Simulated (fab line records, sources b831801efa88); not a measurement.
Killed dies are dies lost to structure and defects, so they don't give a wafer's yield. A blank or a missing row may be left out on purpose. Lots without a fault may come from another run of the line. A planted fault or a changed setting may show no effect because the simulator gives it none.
Which tool did it? | flow gf180mcu | 13 lots, 39 wafers sampled, at 3 steps of a route of 602

WHAT THE GAUGES READ, wafer by wafer
GF_V2_THK_MEAS_03. Usual: V2_CVD_02_THK 852 nm, standard deviation 13.
lot  | measured     | on            | V2_CVD_02_THK (nm) | flag
L350 | day 18 20:33 | film_metro-03 | 871 854 876        |
L351 | day 19 08:05 | film_metro-01 | 856 876 873        |
L353 | day 20 04:05 | film_metro-04 | 841 873 864        |
L355 | day 21 08:00 | film_metro-04 | 851 851 866        |
L362 | day 23 16:01 | film_metro-03 | 841 857 851        |
L364 | day 24 10:34 | film_metro-04 | 849 852 880        |
L366 | day 24 22:38 | film_metro-01 | 854 856 862        |
L367 | day 25 09:53 | film_metro-01 | 849 846 851        |
L368 | day 26 02:20 | film_metro-03 | 821 855 843        |
L369 | day 26 04:25 | film_metro-03 | 848 844 858        |
L370 | day 26 05:40 | film_metro-01 | 853 865 870        |
L371 | day 26 15:49 | film_metro-04 | 858 853 876        |
L372 | day 27 00:07 | film_metro-04 | 842 842 853        |

WHICH TOOL RAN EACH LOT (tool, then ch and the chambers of the sampled wafers, then the start)
lot  | GF_V1_ETCH_17                      | GF_V1_SPUTTER_21
L350 | rie_diel-01 ch 0,1,3, day 17 18:00 | pvd_sputter-01, day 17 19:35
L351 | rie_diel-01 ch 0,1,3, day 18 05:00 | pvd_sputter-03, day 18 05:50
L353 | rie_diel-01 ch 1,2,3, day 19 01:00 | pvd_sputter-01, day 19 02:20
L355 | rie_diel-03 ch 1,2, day 20 05:00   | pvd_sputter-03, day 20 05:52
L362 | rie_diel-02 ch 1,2, day 22 13:00   | pvd_sputter-03, day 22 14:35
L364 | rie_diel-02 ch 0,1,3, day 23 09:00 | pvd_sputter-02, day 23 10:02
L366 | rie_diel-03 ch 2,3, day 23 21:00   | pvd_sputter-03, day 23 22:07
L367 | rie_diel-01 ch 1,3, day 24 09:00   | pvd_sputter-02, day 24 09:59
L368 | rie_diel-03 ch 1,2, day 24 23:00   | pvd_sputter-02, day 24 23:52
L369 | rie_diel-03 ch 1,2,3, day 25 04:00 | pvd_sputter-03, day 25 05:17
L370 | rie_diel-01 ch 1,2,3, day 25 05:00 | pvd_sputter-02, day 25 05:50
L371 | rie_diel-01 ch 0,1, day 25 16:00   | pvd_sputter-03, day 25 16:38
L372 | rie_diel-03 ch 1,2, day 26 01:00   | pvd_sputter-03, day 26 02:14
- GF_V1_ETCH_17: etches SiO2 in C4F8/O2/Ar, stops on TiN, target depth 630 nm.
- GF_V1_SPUTTER_21: material Ti, target thk 15 nm, time 80.02 s.

WHAT THE TOOLS THEMSELVES READ (means of the sampled wafers that have a number; where no wafer has one, the mark that the record gives instead)
GF_V1_ETCH_17. Usual: bias_w 1199 W, standard deviation 3.3; oes_product_au 0.856 a.u., standard deviation 0.0043.
lot  | tool        | bias_w (W) | oes_product_au (a.u.) | flag
L350 | rie_diel-01 | 1199       | 0.859                 |
L351 | rie_diel-01 | 1197       | 0.859                 |
L353 | rie_diel-01 | 1198       | 0.860                 |
L355 | rie_diel-03 | 1200       | 0.858                 |
L362 | rie_diel-02 | 1322       | 0.856                 | OFF
L364 | rie_diel-02 | 1320       | 0.856                 | OFF
L366 | rie_diel-03 | 1201       | 0.859                 |
L367 | rie_diel-01 | 1199       | 0.853                 |
L368 | rie_diel-03 | 1197       | 0.858                 |
L369 | rie_diel-03 | 1202       | 0.852                 |
L370 | rie_diel-01 | 1194       | 0.861                 |
L371 | rie_diel-01 | 1203       | 0.856                 |
L372 | rie_diel-03 | 1202       | 0.855                 |

GF_V1_SPUTTER_21. Usual: throttle_valve_pct 29.5 %, standard deviation 0.74.
lot  | tool           | throttle_valve_pct (%) | flag
L350 | pvd_sputter-01 | 29.9                   |
L351 | pvd_sputter-03 | 30.0                   |
L353 | pvd_sputter-01 | 29.7                   |
L355 | pvd_sputter-03 | 29.5                   |
L362 | pvd_sputter-03 | 29.3                   |
L364 | pvd_sputter-02 | 29.6                   |
L366 | pvd_sputter-03 | 29.5                   |
L367 | pvd_sputter-02 | 29.8                   |
L368 | pvd_sputter-02 | 29.8                   |
L369 | pvd_sputter-03 | 29.9                   |
L370 | pvd_sputter-02 | 29.8                   |
L371 | pvd_sputter-03 | 29.1                   |
L372 | pvd_sputter-03 | 29.3                   |

THE ANSWER, worked out from the rows above alone
Rule: a lot is off if the mean of its wafers that have a number lies more than 3 standard deviations from the usual mean. A lot without any number at a reading at which 4 lots or more have one is off too. The other lots that the step has rows for count as sound. The gauges are gone through in route order, then the tools' own readings, and for those a lot's mean is taken as printed above. The first step at which some lot is off is used, and at that step the reading that is off furthest; a lot without a number counts as furthest.
Off: L362, L364, at GF_V1_ETCH_17 (bias_w).
A tool fits if, at that step or a process step before it, it ran every lot that is off, and no sound lot after the first of them. One fits: rie_diel-02 at GF_V1_ETCH_17. It ran no sound lot before its first lot that is off in this sample, so the start can't be narrowed down.
The tool's own readings at GF_V1_ETCH_17 bear it out: on the lots that are off they differ by more than 5 times the standard deviation of the sound lots' means. bias_w reads 1321 W there against 1199 W on the sound lots.

WHAT THE SIMULATOR HAD PUT IN
Process parameter drift: rie_diel-02, from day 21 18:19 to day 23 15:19, at GF_V1_ETCH_17. Setting bias_w, moved by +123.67, from 1200. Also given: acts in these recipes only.
Lots struck among those shown: L362, L364. The rule above found the same.
